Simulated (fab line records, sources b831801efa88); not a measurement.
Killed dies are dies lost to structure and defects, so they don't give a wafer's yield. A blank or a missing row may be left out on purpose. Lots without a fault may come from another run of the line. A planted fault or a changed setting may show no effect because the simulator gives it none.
One fault seen from 2 desks | flow sky130 | each desk has only its own numbers; what lay behind them comes last

THE TOOL OWNER'S DESK: furnace-02
The tool's own readings at SKY_SONOS_ONO_OXIDATION_00 (stabilise 600 s, purge 300 s, target thk 2.6 nm): means of the sampled wafers that have a number, for each lot that ran on this tool. A lot is out of limits, marked OUT, if its mean lies more than 4 standard deviations from the usual mean; the brackets give that distance. Of its 9 readings 7 are shown: the one that was out of limits first, and those that lie furthest out on some lot.
Columns: A = spike_tc_bottom_C at SKY_SONOS_ONO_OXIDATION_00, usual 818.1 C; B = spike_tc_centre_C at SKY_SONOS_ONO_OXIDATION_00, usual 800.4 C; C = spike_tc_lower_C at SKY_SONOS_ONO_OXIDATION_00, usual 799.0 C; D = spike_tc_top_C at SKY_SONOS_ONO_OXIDATION_00, usual 808.9 C; E = spike_tc_upper_C at SKY_SONOS_ONO_OXIDATION_00, usual 800.2 C; F = tube_center_temp_C at SKY_SONOS_ONO_OXIDATION_00, usual 800.01 C; G = tube_center_temp_C_max at SKY_SONOS_ONO_OXIDATION_00, usual 802.1
lot  | first seen here | A               | B               | C               | D                | E               | F                        | G
L308 | day 11 17:58    | 818.2           | 801.1           | 798.1           | 808.0            | 800.4           | 800.01                   | 802.2
L309 | day 12 02:32    | 818.4           | 801.0           | 798.2           | 808.9            | 800.1           | 800.02                   | 802.3
L310 | day 12 13:57    | 819.0           | 801.0           | 798.1           | 808.2            | 800.1           | 799.97                   | 801.9
L312 | day 12 23:50    | 818.3           | 800.8           | 798.5           | 807.6            | 799.2           | 800.03                   | 802.0
L313 | day 13 04:56    | 818.6           | 800.6           | 798.4           | 808.1            | 800.8           | 800.03                   | 801.9
L317 | day 14 16:28    | 818.4           | 800.4           | 797.0           | 807.0            | 800.2           | 800.03                   | 802.6
L322 | day 16 08:25    | 801.5 (-12) OUT | 782.4 (-18) OUT | 779.2 (-14) OUT | 791.4 (-9.2) OUT | 782.5 (-16) OUT | 782.64 (-99 or more) OUT | 784.8 (-51) OUT
L325 | day 17 02:28    | 801.9 (-12) OUT | 784.0 (-17) OUT | 781.9 (-12) OUT | 791.3 (-9.2) OUT | 782.8 (-16) OUT | 782.65 (-99 or more) OUT | 784.9 (-50) OUT
L326 | day 17 14:07    | 801.9 (-12) OUT | 784.0 (-17) OUT | 781.1 (-13) OUT | 790.8 (-9.5) OUT | 783.3 (-15) OUT | 782.64 (-99 or more) OUT | 784.6 (-51) OUT
This desk's finding: out of limits on L322, L325, L326; first on L322, day 16 08:25 (spike_tc_bottom_C at SKY_SONOS_ONO_OXIDATION_00). In limits: L308, L309, L310, L312, L313, L317.

THE METROLOGY DESK
What the gauges read, lot by lot, whatever tool the lot ran on: means of the sampled wafers that have a number. A lot is out of limits, marked OUT, if its mean lies more than 4 standard deviations from the usual mean; the brackets give that distance.
Columns: A = DNWELL_TW at SKY_DNWELL_TW_MEAS_09, usual 1115; B = PWDE_OVL at SKY_PWDE_OVL_MEAS_07, usual -0.6 nm; C = NWELL_00_OVL at SKY_NWELL_OVL_MEAS_10, usual 0.0 nm; D = SONOS_ONO_OXIDATION_THK at SKY_SONOS_ONO_THK_MEAS_01, usual 2.59 nm
lot  | first seen here | A    | B    | C    | D
L308 | day 3 05:21     | 1102 | -0.8 | -1.6 | 2.54
L309 | day 3 11:31     | 1108 | 0.4  | 0.6  | 2.59
L310 | day 3 16:56     | 1109 | -0.6 | 0.3  | 2.62
L312 | day 4 01:18     | 1099 | -2.8 | -1.1 | 2.53
L313 | day 4 06:48     | 1110 | 0.6  | 1.5  | 2.55
L314 | day 4 12:25     | 1121 | -1.7 | -2.4 | 2.56
L315 | day 4 15:47     | 1123 | 0.2  | 1.8  | 2.56
L317 | day 5 06:08     | 1120 | -1.6 | -0.9 | 2.59
L322 | day 6 10:11     | 1118 | -0.5 | 1.5  | 1.97 (-10) OUT
L325 | day 6 22:57     | 1112 | 1.3  | 0.7  | 2.02 (-9.4) OUT
L326 | day 7 05:56     | 1119 | -0.8 | -1.1 | 2.01 (-9.5) OUT
L327 | day 7 12:12     | 1122 | -0.3 | -1.6 | 2.54
This desk's finding: out of limits on L322, L325, L326; first on L322, day 16 09:45 (SONOS_ONO_OXIDATION_THK at SKY_SONOS_ONO_THK_MEAS_01). In limits: L308, L309, L310, L312, L313, L314, L315, L317, L327.

PUT TOGETHER
The tool owner's desk could have raised an alarm at day 16 08:25, on L322, L325, L326.
The metrology desk could have raised an alarm at day 16 09:45, on L322, L325, L326.
Of the lots named, all ran SKY_SONOS_ONO_OXIDATION_00 on furnace-02.

WHAT THE SIMULATOR HAD PUT IN
Process parameter drift: furnace-02, from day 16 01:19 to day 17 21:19, at SKY_SONOS_ONO_OXIDATION_00. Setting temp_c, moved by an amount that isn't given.
Lots struck among those shown: L322, L325, L326.
Hours from the fault's start to each desk's first reading out of limits: the tool owner's desk, 7; the metrology desk, 8.
